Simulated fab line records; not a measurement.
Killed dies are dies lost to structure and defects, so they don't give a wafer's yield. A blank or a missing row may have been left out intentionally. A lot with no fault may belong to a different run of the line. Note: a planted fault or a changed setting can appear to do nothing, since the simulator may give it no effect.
One fault through the eyes of 2 desks	flow sky130	numbers are kept per desk, each desk with only its own; the story behind them comes last

## FROM THE METROLOGY DESK
What the gauges read for every lot (on any tool): the sampled wafers with a number, averaged. Marked OUT: a lot whose mean sits more than 4 standard deviations from the usual mean, which makes it out of limits; the brackets give that distance.
Columns: A = POLY_GATE_OVL at SKY_POLY_GATE_OVL_MEAS_14, usual -2 nm; B = SD_N_TW at SKY_SD_N_TW_MEAS_12, usual 3973; C = SD_N_RS at SKY_SD_N_RS_MEAS_16, usual 68.55 ohm/sq; D = RES_XHIGH_RS at SKY_SD_N_RS_MEAS_18, usual 333.3 ohm/sq
lot	first seen here	A	B	C	D
L386	day 19 11:41	0	3952	68.51	331.6
L387	day 19 17:13	-7	3933	68.42	334.3
L391	day 21 04:50	-6	3966	68.45	331.6
L390	day 21 07:02	1	3979	68.62	331.5
L393	day 22 01:03	-6	3979	68.36	332.6
L392	day 22 07:40	-1	3993	68.56	334.8
L394	day 22 13:22	6	4016	68.57	334.2
L395	day 22 18:06	1	3907	75.02 (+59) OUT	-
L399	day 23 13:19	-11	3870 (-4.9) OUT	75.14 (+60) OUT	-
L400	day 23 23:28	1	3957	68.61	331.2
L403	day 24 06:01	-5	3979	68.72	334.8
This desk's finding: out of limits on L395, L399; first on L395, day 33 18:35 (SD_N_RS at SKY_SD_N_RS_MEAS_16). L386, L387, L391, L390, L393, L392, L394, L400, L403 stayed within limits.

## DESK OF THE TOOL OWNER: implanter-02
For each lot that ran on this tool, the mean over its sampled wafers that have a number, from the tool's own readings at SKY_SD_N_IMPLANT_09. Marked OUT: a lot whose mean sits more than 4 standard deviations from the usual mean, which makes it out of limits; the brackets give that distance.
Columns: A = doseIonsCm2 at SKY_SD_N_IMPLANT_09, usual 4.001e+15
lot	first seen here	A
L390	day 32 09:08	3.996e+15
L393	day 33 01:41	4.004e+15
L395	day 33 17:54	2.307e+15 (-99 or more) OUT
L399	day 34 08:05	2.313e+15 (-99 or more) OUT
This desk's finding: out of limits on L395, L399; first on L395, day 33 17:54 (doseIonsCm2 at SKY_SD_N_IMPLANT_09). L390, L393 stayed within limits.

## PUT TOGETHER
On L395, L399, at day 33 17:54, an alarm was possible from the tool owner's desk.
At day 33 18:35 the metrology desk could have sounded an alarm, on L395, L399.
The lots listed all ran SKY_SD_N_IMPLANT_09 on implanter-02.

## WHAT THE SIMULATOR HAD PUT IN
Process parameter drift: implanter-02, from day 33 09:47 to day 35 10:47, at SKY_SD_N_IMPLANT_09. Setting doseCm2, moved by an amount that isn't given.
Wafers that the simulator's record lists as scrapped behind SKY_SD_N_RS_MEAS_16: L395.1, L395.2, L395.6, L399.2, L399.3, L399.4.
Struck lots among those shown: L395, L399.
Time in hours from fault onset to the first out-of-limits reading at each desk: tool owner's desk 8, metrology desk 9.
